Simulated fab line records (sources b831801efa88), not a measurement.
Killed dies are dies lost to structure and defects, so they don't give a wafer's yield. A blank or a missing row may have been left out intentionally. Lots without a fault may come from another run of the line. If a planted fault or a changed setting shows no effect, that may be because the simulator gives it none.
Which tool did it? -- flow gf180mcu -- route of 602 steps, sampled at 1 step: 12 lots, 36 wafers

WHAT THE GAUGES SHOWED, per wafer
GF_V2_OVL_MEAS_15.
lot,measured,on,V2_OVL (nm)
L075,day 21 00:13,overlay-01,-5 -8 -5
L077,day 21 13:16,overlay-02,-3 3 3
L079,day 22 05:22,overlay-01,-10 -7 -11
L081,day 23 06:57,overlay-02,-6 -9 4
L083,day 24 03:04,overlay-02,-3 -9 -8
L085,day 25 00:22,overlay-02,-3 -4 -3
L087,day 25 21:40,overlay-01,1 -4 -3
L088,day 26 03:28,overlay-02,1 1 3
L092,day 26 22:55,overlay-01,-8 0 -5
L093,day 27 03:36,overlay-02,-8 -2 -7
L095,day 27 20:08,overlay-01,-16 -7 -14
L097,day 28 06:24,overlay-01,-4 -11 -14

TOOL THAT RAN EACH LOT (tool first, then ch and the chambers of the sampled wafers, then the start)
The record holds no process step before these readings.

THE ANSWER, worked out from the rows above alone
Rule: usual is defined by the lots themselves. Put in order of their means at a reading, lots are off if they are a third of the lots or fewer, leave a main group of 4 or more, and stand apart from it by a gap of 3 or more times the standard deviation of the main group's means; of several such gaps the widest counts. A main group whose means are all the same, to the digits that the tables above print for the reading, isn't used. A lot without any number at a reading at which 4 lots or more have one is off too. Any other lot the step has rows for is counted as sound.
No lot is off on any of the readings shown, so nothing can be concluded from this.

WHAT THE SIMULATOR HAD INSERTED
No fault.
